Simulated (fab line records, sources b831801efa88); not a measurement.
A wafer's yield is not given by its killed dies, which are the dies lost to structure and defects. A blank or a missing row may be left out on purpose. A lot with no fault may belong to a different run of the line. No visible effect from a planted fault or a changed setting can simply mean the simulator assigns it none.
fab line records	flow sky130
record: lots: 24	wafers: 72	last-day: 50
route steps=708 shown POLY_GATE@218 LDD_HVP@288 SD_N@349 METAL3@566 VIA3@589 VIA4@656
lots that met no fault: from a run of the same line without faults
start-h: hours from the record's opening day to when the first of the lot's shown wafers began	wait-h: time in hours since the lot's previous step	" as in the row above	L1.1+2: one row covering several wafers at once	- either no value or no given start	* or withheld: withheld	< > ~ a bound
route shown NAME@n: a module of which the file shows steps, and the number in the route of the first	usual: average and standard deviation across the fault-free wafers	same: alike in all rows	chamber/n: place in a boat	sites: readings site by site	_std_site: how widely they spread, as a standard deviation	_edge_site: the outer-site mean with the inner-site mean subtracted	radius-mm: for every site, how far away it sits from the centre of the wafer	mask NAME#n: copy n	behind: the last tool/chamber to shape the wafer	hold: reason for holding the lot/hours on hold/outcome of the hold	device: transistor that didn't switch, given as n, p or np	end of line: at the end of the route, the tests of the same wafers	for a step that has no rows: nothing shown but its recipe	killed: not the wafer's yield, but the dies lost to structure and defects at the first sort	map: a wafer's dies, marking killed ones x, the rest . and places with no die _
set.NAME: setting as actually run; set.NAME@STEP: the setting as run at that earlier step	model.NAME: the simulator's own value behind a step, which no gauge read
one table for each step of the route and one row for each wafer, over a sample of lots
services: a tool's chamber out of use, with start hour (start-h, from the record's first day; less than 0 if before it), hours out, and reason
== steps ==
step: SKY_POLY_GATE_THK_MEAS_04
recipe: reads: Si3N4_of_POLY_GATE_CVD_03
usual: POLY_GATE_CVD_03_THK: 74.9/0.71
lot.wafer	tool	chamber	start-h	wait-h	POLY_GATE_CVD_03_THK[nm]
L075.1	film-metro-01	-	343.46	0.0	75.2
L075.3	"	-	"	"	75.4
L075.6	"	-	"	"	74.8
L074.1	film-metro-02	-	344.81	0.0	75.8
L074.5	"	-	"	"	76.1
L074.6	"	-	"	"	75.6
L076.3	film-metro-03	-	358.59	0.0	75.3
L076.4	"	-	"	"	74.5
L076.5	"	-	"	"	74.7
L077.1	film-metro-03	-	362.77	0.0	74.3
L077.2	"	-	"	"	74.4
L077.5	"	-	"	"	74.9
L078.1	film-metro-03	-	376.06	0.0	75.3
L078.3	"	-	"	"	75.0
L078.4	"	-	"	"	75.2
L079.3	film-metro-02	-	381.58	0.0	74.9
L079.5	"	-	"	"	75.0
L079.6	"	-	"	"	75.1
L080.2	film-metro-03	-	391.41	0.0	76.3
L080.3	"	-	"	"	77.0
L080.5	"	-	"	"	76.5
L082.2	film-metro-02	-	402.53	0.0	75.7
L082.3	"	-	"	"	75.9
L082.5	"	-	"	"	75.6
L081.1	film-metro-03	-	406.72	0.0	74.8
L081.4	"	-	"	"	74.9
L081.6	"	-	"	"	74.7
L083.2	film-metro-01	-	416.90	0.0	74.7
L083.3	"	-	"	"	75.4
L083.6	"	-	"	"	75.1
L084.2	film-metro-01	-	427.16	0.0	74.0
L084.3	"	-	"	"	74.4
L084.5	"	-	"	"	74.0
L085.2	film-metro-01	-	434.87	0.0	74.0
L085.3	"	-	"	"	73.2
L085.5	"	-	"	"	73.7
L087.1	film-metro-01	-	447.62	0.0	74.8
L087.2	"	-	"	"	74.4
L087.5	"	-	"	"	73.1
L086.2	film-metro-02	-	460.86	0.0	76.0
L086.3	"	-	"	"	75.3
L086.4	"	-	"	"	75.6
L088.3	film-metro-02	-	464.64	0.0	73.9
L088.4	"	-	"	"	74.1
L088.5	"	-	"	"	73.8
L089.1	film-metro-02	-	473.32	0.0	75.2
L089.2	"	-	"	"	74.9
L089.3	"	-	"	"	74.1
L091.2	film-metro-03	-	503.58	0.0	74.0
L091.3	"	-	"	"	73.7
L091.4	"	-	"	"	74.1
L090.4	film-metro-01	-	509.25	0.0	75.1
L090.5	"	-	"	"	74.6
L090.6	"	-	"	"	74.8
L093.2	film-metro-03	-	515.21	0.0	74.9
L093.5	"	-	"	"	74.6
L093.6	"	-	"	"	74.4
L094.3	film-metro-02	-	519.30	0.0	75.3
L094.4	"	-	"	"	74.9
L094.6	"	-	"	"	74.9
L092.3	film-metro-03	-	520.66	0.0	75.2
L092.4	"	-	"	"	76.0
L092.5	"	-	"	"	75.1
L095.1	film-metro-02	-	528.00	0.0	74.4
L095.4	"	-	"	"	74.7
L095.5	"	-	"	"	74.1
L096.2	film-metro-02	-	534.32	0.0	73.9
L096.4	"	-	"	"	74.6
L096.5	"	-	"	"	74.4
L097.3	film-metro-03	-	547.16	0.0	75.5
L097.5	"	-	"	"	76.0
L097.6	"	-	"	"	75.1
step: SKY_LDD_HVP_TW_MEAS_10
usual: LDD_HVP_TW: 453.6/2.9
lot.wafer	tool	chamber	start-h	wait-h	LDD_HVP_TW
L075.1	film-metro-04	-	496.64	0.1	453.6
L075.3	"	-	"	"	452.1
L075.6	"	-	"	"	453.8
L074.1	film-metro-03	-	497.54	0.1	451.6
L074.5	"	-	"	"	447.9
L074.6	"	-	"	"	449.3
L076.3	film-metro-02	-	511.06	0.1	447.2
L076.4	"	-	"	"	453.7
L076.5	"	-	"	"	449.0
L077.1	film-metro-03	-	518.88	0.1	451.1
L077.2	"	-	"	"	452.4
L077.5	"	-	"	"	452.4
L078.1	film-metro-02	-	531.04	0.1	453.6
L078.3	"	-	"	"	451.6
L078.4	"	-	"	"	452.3
L079.3	film-metro-02	-	539.96	0.1	451.6
L079.5	"	-	"	"	453.0
L079.6	"	-	"	"	449.2
L080.2	film-metro-04	-	548.00	0.1	456.9
L080.3	"	-	"	"	456.3
L080.5	"	-	"	"	456.2
L082.2	film-metro-03	-	558.89	0.1	454.6
L082.3	"	-	"	"	453.5
L082.5	"	-	"	"	455.3
L081.1	film-metro-04	-	561.79	0.1	456.9
L081.4	"	-	"	"	457.4
L081.6	"	-	"	"	459.1
L083.2	film-metro-02	-	573.35	0.1	452.0
L083.3	"	-	"	"	448.2
L083.6	"	-	"	"	451.0
L084.2	film-metro-02	-	584.29	0.1	455.3
L084.3	"	-	"	"	454.9
L084.5	"	-	"	"	454.6
L085.2	film-metro-02	-	592.10	0.1	453.3
L085.3	"	-	"	"	449.1
L085.5	"	-	"	"	453.6
L087.1	film-metro-04	-	603.98	0.1	458.0
L087.2	"	-	"	"	455.7
L087.5	"	-	"	"	456.7
L086.2	film-metro-04	-	617.10	0.1	457.7
L086.3	"	-	"	"	456.5
L086.4	"	-	"	"	455.5
L088.3	film-metro-03	-	619.45	0.1	454.8
L088.4	"	-	"	"	453.9
L088.5	"	-	"	"	452.9
L089.1	film-metro-03	-	627.29	0.1	455.2
L089.2	"	-	"	"	455.6
L089.3	"	-	"	"	455.0
L091.2	film-metro-03	-	656.45	0.1	456.7
L091.3	"	-	"	"	457.6
L091.4	"	-	"	"	455.9
L090.4	film-metro-02	-	661.87	0.1	452.5
L090.5	"	-	"	"	452.5
L090.6	"	-	"	"	449.4
L093.2	film-metro-04	-	666.00	0.1	457.7
L093.5	"	-	"	"	456.9
L093.6	"	-	"	"	455.9
L094.3	film-metro-04	-	670.06	0.1	457.9
L094.4	"	-	"	"	454.5
L094.6	"	-	"	"	456.1
L092.3	film-metro-02	-	672.16	0.1	451.1
L092.4	"	-	"	"	452.7
L092.5	"	-	"	"	453.3
L095.1	film-metro-03	-	678.94	0.1	450.5
L095.4	"	-	"	"	453.7
L095.5	"	-	"	"	451.8
L096.2	film-metro-03	-	685.75	0.1	453.7
L096.4	"	-	"	"	454.2
L096.5	"	-	"	"	451.0
L097.3	film-metro-02	-	695.91	0.1	453.3
L097.5	"	-	"	"	451.7
L097.6	"	-	"	"	451.0
step: SKY_SD_N_CD_MEAS_07
recipe: target-cd-nm: 380
usual: cd-nm: 380.6/2.7
lot.wafer	tool	chamber	start-h	wait-h	cd-nm
L075.1	cd-sem-01	-	648.64	0.1	384.9
L075.3	"	-	"	"	384.3
L075.6	"	-	"	"	385.5
L074.1	cd-sem-02	-	648.94	0.1	378.2
L074.5	"	-	"	"	377.9
L074.6	"	-	"	"	376.8
L076.3	cd-sem-02	-	661.84	0.1	380.4
L076.4	"	-	"	"	381.2
L076.5	"	-	"	"	381.5
L077.1	cd-sem-02	-	669.79	0.1	379.2
L077.2	"	-	"	"	381.7
L077.5	"	-	"	"	379.9
L078.1	cd-sem-01	-	680.43	0.1	379.7
L078.3	"	-	"	"	378.5
L078.4	"	-	"	"	378.1
L079.3	cd-sem-02	-	687.47	0.1	380.9
L079.5	"	-	"	"	382.6
L079.6	"	-	"	"	384.2
L080.2	cd-sem-01	-	696.85	0.1	380.5
L080.3	"	-	"	"	384.4
L080.5	"	-	"	"	380.9
L082.2	cd-sem-01	-	704.80	0.1	373.1
L082.3	"	-	"	"	375.9
L082.5	"	-	"	"	374.4
L081.1	cd-sem-02	-	707.98	0.1	382.0
L081.4	"	-	"	"	381.4
L081.6	"	-	"	"	378.8
L083.2	cd-sem-01	-	719.85	0.1	381.9
L083.3	"	-	"	"	385.3
L083.6	"	-	"	"	383.3
L084.2	cd-sem-02	-	729.12	0.1	381.0
L084.3	"	-	"	"	380.8
L084.5	"	-	"	"	379.9
L085.2	cd-sem-02	-	737.02	0.1	381.9
L085.3	"	-	"	"	380.7
L085.5	"	-	"	"	380.6
L087.1	cd-sem-02	-	746.50	0.1	375.9
L087.2	"	-	"	"	377.8
L087.5	"	-	"	"	377.4
L086.2	cd-sem-01	-	759.85	0.1	376.0
L086.3	"	-	"	"	377.3
L086.4	"	-	"	"	374.5
L088.3	cd-sem-02	-	760.98	0.1	383.7
L088.4	"	-	"	"	381.9
L088.5	"	-	"	"	382.6
L089.1	cd-sem-02	-	768.09	0.1	380.6
L089.2	"	-	"	"	379.0
L089.3	"	-	"	"	377.9
L091.2	cd-sem-01	-	795.61	0.1	378.0
L091.3	"	-	"	"	375.1
L091.4	"	-	"	"	378.5
L090.4	cd-sem-01	-	800.71	0.1	377.4
L090.5	"	-	"	"	380.2
L090.6	"	-	"	"	379.1
L093.2	cd-sem-02	-	803.82	0.1	380.8
L093.5	"	-	"	"	380.2
L093.6	"	-	"	"	377.4
L094.3	cd-sem-01	-	808.12	0.1	384.8
L094.4	"	-	"	"	383.4
L094.6	"	-	"	"	382.2
L092.3	cd-sem-02	-	811.89	0.1	383.8
L092.4	"	-	"	"	381.1
L092.5	"	-	"	"	381.0
L095.1	cd-sem-01	-	815.84	0.1	380.6
L095.4	"	-	"	"	380.7
L095.5	"	-	"	"	379.3
L096.2	cd-sem-02	-	822.76	0.1	384.2
L096.4	"	-	"	"	384.3
L096.5	"	-	"	"	382.7
L097.3	cd-sem-01	-	832.54	0.1	382.3
L097.5	"	-	"	"	382.5
L097.6	"	-	"	"	382.4
step: SKY_METAL3_ETCH_16
recipe: chemistry: N2/H2	target: BARC	ion-energy-ev: 200	bias-w: 100	pressure-mtorr: 30	n2-flow-sccm: 100	h2-flow-sccm: 200	icp-w: 500	stop-on: SiO2	time-s: 88.2	target-depth-a: 600
usual: drypump-motor-current-A: 5.6/0.31	oes-product-au: 0.625/0.0046	throttle-valve-pct: 13.206/0.0096
lot.wafer	tool	chamber	start-h	wait-h	drypump-motor-current-A	oes-product-au	rf-hours-counter-h	throttle-valve-pct
L075.1	rie-metal-03	1	905.09	0.0	5.4	0.630	8	13.200
L075.3	"	0	"	"	6.0	0.626	-	13.200
L075.6	"	1	"	"	5.3	0.621	-	13.205
L074.1	rie-metal-01	0	905.14	0.0	5.4	0.634	0	13.206
L074.5	"	1	"	"	6.0	0.621	-	13.203
L074.6	"	0	"	"	5.4	0.623	-	13.203
L076.3	rie-metal-04	0	911.97	0.0	5.7	0.620	-	13.219
L076.4	"	1	"	"	5.2	0.625	-	13.201
L076.5	"	0	"	"	5.7	0.623	-	13.196
L077.1	rie-metal-04	1	920.67	0.0	5.2	0.618	8	13.202
L077.2	"	0	"	"	5.7	0.627	6	13.200
L077.5	"	0	"	"	5.7	0.618	-	13.208
L078.1	rie-metal-03	0	932.59	0.0	6.0	0.629	14	13.200
L078.3	"	0	"	"	6.1	0.625	-	13.204
L078.4	"	1	"	"	5.3	0.628	-	13.214
L079.3	rie-metal-04	1	935.37	0.0	5.2	0.625	-	13.198
L079.5	"	0	"	"	5.7	0.627	-	13.208
L079.6	"	1	"	"	5.2	0.626	-	13.207
L080.2	rie-metal-03	0	944.19	0.0	6.0	0.622	14	13.212
L080.3	"	1	"	"	5.3	0.624	-	13.230
L080.5	"	1	"	"	5.3	0.621	-	13.191
L082.2	rie-metal-04	1	953.09	0.0	5.2	0.616	9	13.210
L082.3	"	0	"	"	5.7	0.619	-	13.198
L082.5	"	0	"	"	5.8	0.627	-	13.221
L081.1	rie-metal-04	0	955.52	0.0	5.8	0.624	8	13.212
L081.4	"	0	"	"	5.7	0.628	-	13.200
L081.6	"	0	"	"	5.7	0.627	-	13.219
L083.2	rie-metal-04	0	966.27	0.0	5.7	0.623	9	13.224
L083.3	"	0	"	"	5.7	0.624	-	13.204
L083.6	"	1	"	"	5.2	0.623	-	13.213
L084.2	rie-metal-04	1	974.39	0.0	5.2	0.633	11	13.200
L084.3	"	0	"	"	5.7	0.620	-	13.212
L084.5	"	1	"	"	5.2	0.621	-	13.196
L085.2	rie-metal-04	1	981.89	0.0	5.2	0.622	11	13.206
L085.3	"	0	"	"	5.7	0.621	-	13.216
L085.5	"	1	"	"	5.2	0.625	-	13.210
L087.1	rie-metal-01	1	987.92	0.0	6.0	0.623	14	13.201
L087.2	"	0	"	"	5.3	0.628	5	13.209
L087.5	"	1	"	"	6.0	0.631	-	13.210
L086.2	rie-metal-01	1	999.44	0.0	6.0	0.630	15	13.202
L086.3	"	0	"	"	5.3	0.629	-	13.203
L086.4	"	1	"	"	6.0	0.626	-	13.197
L088.3	rie-metal-01	1	1003.23	0.0	6.0	0.616	-	13.200
L088.4	"	0	"	"	5.4	0.620	-	13.222
L088.5	"	0	"	"	5.4	0.624	-	13.192
L089.1	rie-metal-01	0	1009.04	0.0	5.4	0.616	5	13.215
L089.2	"	1	"	"	6.0	0.626	15	13.223
L089.3	"	1	"	"	6.0	0.621	-	13.194
L091.2	rie-metal-04	1	1033.89	0.0	5.2	0.634	14	13.203
L091.3	"	0	"	"	5.7	0.626	-	13.192
L091.4	"	1	"	"	5.2	0.616	-	13.226
L090.4	rie-metal-04	0	1034.55	0.0	5.8	0.621	-	13.211
L090.5	"	0	"	"	5.8	0.623	-	13.213
L090.6	"	1	"	"	5.2	0.631	-	13.205
L093.2	rie-metal-01	0	1037.69	0.0	5.3	0.630	7	13.213
L093.5	"	1	"	"	6.0	0.627	-	13.215
L093.6	"	0	"	"	5.4	0.624	-	13.221
L094.3	rie-metal-03	0	1041.70	0.0	6.0	0.630	-	13.198
L094.4	"	1	"	"	5.3	0.618	-	13.199
L094.6	"	0	"	"	6.1	0.635	-	13.206
L092.3	rie-metal-04	0	1043.83	0.0	5.8	0.620	-	13.221
L092.4	"	1	"	"	5.2	0.625	-	13.202
L092.5	"	1	"	"	5.2	0.623	-	13.207
L095.1	rie-metal-01	0	1046.92	0.0	5.4	0.632	8	13.204
L095.4	"	0	"	"	5.4	0.630	-	13.201
L095.5	"	0	"	"	5.3	0.632	-	13.230
L096.2	rie-metal-04	0	1055.75	0.0	5.7	0.625	14	13.207
L096.4	"	0	"	"	5.7	0.626	-	13.200
L096.5	"	0	"	"	5.7	0.633	-	13.207
L097.3	rie-metal-03	0	1061.57	0.0	6.0	0.624	-	13.212
L097.5	"	0	"	"	6.0	0.629	-	13.198
L097.6	"	1	"	"	5.3	0.622	-	13.208
step: SKY_VIA3_STRIP_16
recipe: chemistry: O2/N2	power-w: 1400	pressure-mtorr: 1500	platen-temp-c: withheld	o2-flow-sccm: 3000	n2-flow-sccm: 300	overash-fraction: 0.5
usual: drypump-motor-current-A: 5.47/0.18	oes-product-au: 0.402/0.0042	strip-time-to-endpoint-s: 4.12/0.032
lot.wafer	tool	chamber	start-h	wait-h	drypump-motor-current-A	oes-product-au	rf-hours-counter-h	strip-time-to-endpoint-s
L075.1	plasma-asher-03	1	931.59	0.0	5.95	0.399	115	4.15
L075.3	"	1	"	"	5.95	0.403	-	4.14
L075.6	"	0	"	"	5.44	0.403	-	4.16
L074.1	plasma-asher-01	0	931.69	0.0	5.49	0.405	51	4.19
L074.5	"	0	"	"	5.48	0.397	-	4.16
L074.6	"	1	"	"	5.24	0.404	-	4.15
L076.3	plasma-asher-01	1	938.64	0.1	5.23	0.407	-	4.11
L076.4	"	0	"	"	5.47	0.404	-	4.13
L076.5	"	1	"	"	5.22	0.401	-	4.10
L077.1	plasma-asher-02	0	947.21	0.0	5.48	0.404	79	4.12
L077.2	"	1	"	"	5.54	0.404	79	4.17
L077.5	"	0	"	"	5.46	0.402	-	4.17
L078.1	plasma-asher-02	1	958.40	0.0	5.54	0.395	81	4.13
L078.3	"	0	"	"	5.48	0.403	-	4.13
L078.4	"	1	"	"	5.51	0.406	-	4.06
L079.3	plasma-asher-02	1	961.47	0.1	5.49	0.404	-	4.09
L079.5	"	0	"	"	5.48	0.402	-	4.07
L079.6	"	1	"	"	5.54	0.403	-	4.12
L080.2	plasma-asher-03	1	969.99	0.0	5.95	0.395	118	4.12
L080.3	"	1	"	"	5.96	0.404	-	4.15
L080.5	"	0	"	"	5.43	0.401	-	4.13
L082.2	plasma-asher-01	0	978.91	0.0	5.48	0.403	55	4.13
L082.3	"	0	"	"	5.45	0.397	-	4.10
L082.5	"	0	"	"	5.47	0.401	-	4.05
L081.1	plasma-asher-01	0	981.30	0.0	5.47	0.408	56	4.12
L081.4	"	0	"	"	5.49	0.401	-	4.10
L081.6	"	0	"	"	5.47	0.399	-	4.14
L083.2	plasma-asher-02	1	991.64	0.0	5.55	0.406	84	4.12
L083.3	"	1	"	"	5.57	0.400	-	4.10
L083.6	"	0	"	"	5.50	0.400	-	4.15
L084.2	plasma-asher-01	0	999.91	0.0	5.47	0.401	57	4.14
L084.3	"	0	"	"	5.48	0.403	-	4.07
L084.5	"	1	"	"	5.24	0.400	-	4.15
L085.2	plasma-asher-02	1	1007.46	0.0	5.53	0.396	85	4.07
L085.3	"	1	"	"	5.51	0.399	-	4.09
L085.5	"	1	"	"	5.49	0.397	-	4.10
L087.1	plasma-asher-01	0	1012.69	0.0	5.48	0.395	59	4.05
L087.2	"	1	"	"	5.24	0.407	59	4.09
L087.5	"	0	"	"	5.47	0.406	-	4.16
L086.2	plasma-asher-01	0	1023.61	0.0	5.50	0.401	60	4.06
L086.3	"	1	"	"	5.26	0.401	-	4.10
L086.4	"	0	"	"	5.47	0.401	-	4.14
L088.3	plasma-asher-02	0	1027.58	0.1	5.46	0.403	-	4.12
L088.4	"	1	"	"	5.53	0.397	-	4.04
L088.5	"	1	"	"	5.55	0.407	-	4.12
L089.1	plasma-asher-01	0	1033.60	0.0	5.48	0.401	61	4.12
L089.2	"	1	"	"	5.27	0.399	61	4.04
L089.3	"	1	"	"	5.25	0.394	-	4.15
L091.2	plasma-asher-01	0	1057.75	0.0	5.47	0.403	64	4.17
L091.3	"	1	"	"	5.26	0.403	-	4.12
L091.4	"	0	"	"	5.48	0.405	-	4.13
L090.4	plasma-asher-02	0	1058.49	0.0	5.42	0.397	-	4.11
L090.5	"	1	"	"	5.53	0.404	-	4.14
L090.6	"	0	"	"	5.42	0.395	-	4.17
L093.2	plasma-asher-02	1	1061.26	0.0	5.53	0.401	90	4.11
L093.5	"	0	"	"	5.47	0.402	-	4.11
L093.6	"	1	"	"	5.51	0.407	-	4.16
L094.3	plasma-asher-03	1	1065.36	0.1	5.97	0.398	-	4.11
L094.4	"	0	"	"	5.43	0.402	-	4.10
L094.6	"	1	"	"	5.96	0.406	-	4.16
L092.3	plasma-asher-01	0	1067.23	0.1	5.48	0.407	-	4.19
L092.4	"	1	"	"	5.21	0.405	-	4.17
L092.5	"	1	"	"	5.22	0.397	-	4.16
L095.1	plasma-asher-03	0	1069.90	0.0	5.41	0.405	0	4.12
L095.4	"	1	"	"	5.97	0.397	-	4.14
L095.5	"	0	"	"	5.42	0.401	-	4.17
L096.2	plasma-asher-01	0	1079.39	0.0	5.47	0.401	66	4.12
L096.4	"	0	"	"	5.45	0.403	-	4.13
L096.5	"	0	"	"	5.46	0.402	-	4.10
L097.3	plasma-asher-02	0	1084.33	0.1	5.49	0.406	-	4.10
L097.5	"	1	"	"	5.52	0.397	-	4.16
L097.6	"	0	"	"	5.46	0.396	-	4.12
step: SKY_VIA4_SPUTTER_17
recipe: material: TiN	target-thk-nm: 20	chamber-pressure-pa: 5	power-w: 4000	time-s: 80
usual: throttle-valve-pct: 30.1/0.5
lot.wafer	tool	chamber	start-h	wait-h	throttle-valve-pct
L075.1	pvd-sputter-02	-	1008.48	0.0	30.4
L075.3	"	-	"	"	30.0
L075.6	"	-	"	"	29.4
L074.1	pvd-sputter-03	-	1008.55	0.0	30.8
L074.5	"	-	"	"	29.4
L074.6	"	-	"	"	29.9
L076.3	pvd-sputter-02	-	1013.43	0.0	29.3
L076.4	"	-	"	"	30.2
L076.5	"	-	"	"	30.4
L077.1	pvd-sputter-01	-	1022.53	0.0	29.6
L077.2	"	-	"	"	30.3
L077.5	"	-	"	"	29.4
L078.1	pvd-sputter-01	-	1033.92	0.0	29.8
L078.3	"	-	"	"	29.9
L078.4	"	-	"	"	31.1
L079.3	pvd-sputter-03	-	1035.46	0.0	30.0
L079.5	"	-	"	"	29.8
L079.6	"	-	"	"	29.7
L080.2	pvd-sputter-01	-	1043.18	0.0	30.4
L080.3	"	-	"	"	31.2
L080.5	"	-	"	"	30.2
L082.2	pvd-sputter-02	-	1051.16	0.0	30.3
L082.3	"	-	"	"	30.1
L082.5	"	-	"	"	30.2
L081.1	pvd-sputter-02	-	1053.86	0.0	29.3
L081.4	"	-	"	"	30.5
L081.6	"	-	"	"	29.3
L083.2	pvd-sputter-03	-	1063.02	0.0	30.9
L083.3	"	-	"	"	30.4
L083.6	"	-	"	"	30.8
L084.2	pvd-sputter-03	-	1069.93	0.0	29.4
L084.3	"	-	"	"	30.4
L084.5	"	-	"	"	29.6
L085.2	pvd-sputter-02	-	1077.51	0.0	30.4
L085.3	"	-	"	"	30.3
L085.5	"	-	"	"	29.9
L087.1	pvd-sputter-03	-	1084.16	0.0	30.7
L087.2	"	-	"	"	29.5
L087.5	"	-	"	"	30.4
L086.2	pvd-sputter-02	-	1093.29	0.0	30.3
L086.3	"	-	"	"	29.3
L086.4	"	-	"	"	29.2
L088.3	pvd-sputter-02	-	1096.14	0.0	29.4
L088.4	"	-	"	"	29.5
L088.5	"	-	"	"	30.1
L089.1	pvd-sputter-03	-	1102.21	0.0	29.9
L089.2	"	-	"	"	30.7
L089.3	"	-	"	"	30.3
L091.2	pvd-sputter-01	-	1123.69	0.0	30.0
L091.3	"	-	"	"	30.3
L091.4	"	-	"	"	29.5
L090.4	pvd-sputter-02	-	1124.45	0.0	30.5
L090.5	"	-	"	"	30.4
L090.6	"	-	"	"	29.1
L093.2	pvd-sputter-03	-	1127.85	0.0	30.4
L093.5	"	-	"	"	29.8
L093.6	"	-	"	"	30.3
L094.3	pvd-sputter-03	-	1129.71	0.0	30.5
L094.4	"	-	"	"	30.3
L094.6	"	-	"	"	29.7
L092.3	pvd-sputter-01	-	1131.47	0.0	31.3
L092.4	"	-	"	"	29.7
L092.5	"	-	"	"	30.1
L095.1	pvd-sputter-03	-	1133.14	0.0	29.7
L095.4	"	-	"	"	29.5
L095.5	"	-	"	"	30.5
L096.2	pvd-sputter-02	-	1142.41	0.0	29.4
L096.4	"	-	"	"	30.2
L096.5	"	-	"	"	29.4
L097.3	pvd-sputter-01	-	1146.69	0.0	30.2
L097.5	"	-	"	"	30.2
L097.6	"	-	"	"	31.0
== services ==
tool	chamber	start-h	hours	kind
pvd-sputter-01	-	887.25	4.3	repair
rie-metal-01	0	887.97	-	clean
rie-metal-01	0	887.97	13.2	scheduled-down
rie-metal-01	0	887.97	13.2	vent-cycle
rie-metal-04	1	977.30	1.7	repair
plasma-asher-03	-	990.02	1.0	repair
plasma-asher-02	-	1002.51	3.8	repair
plasma-asher-03	-	1017.80	1.0	repair
plasma-asher-03	-	1055.25	9.0	pm
plasma-asher-03	0	1055.25	9.0	vent-cycle
plasma-asher-01	-	1058.63	2.8	pm
rie-metal-01	0	1083.61	14.5	repair
pvd-sputter-01	-	1086.06	1.0	repair
rie-metal-03	0	1087.52	16.6	repair
pvd-sputter-01	-	1090.18	15.6	repair
plasma-asher-01	-	1108.66	0.7	repair
rie-metal-04	-	1111.81	2.8	pm
plasma-asher-01	-	1111.93	3.3	repair
rie-metal-01	1	1123.34	4.0	repair
pvd-sputter-02	-	1131.65	2.2	repair
plasma-asher-01	-	1136.44	8.2	repair
rie-metal-04	1	1137.17	11.9	repair
rie-metal-03	1	1137.37	14.2	repair
pvd-sputter-02	-	1146.60	2.0	repair
== key ==
fault none
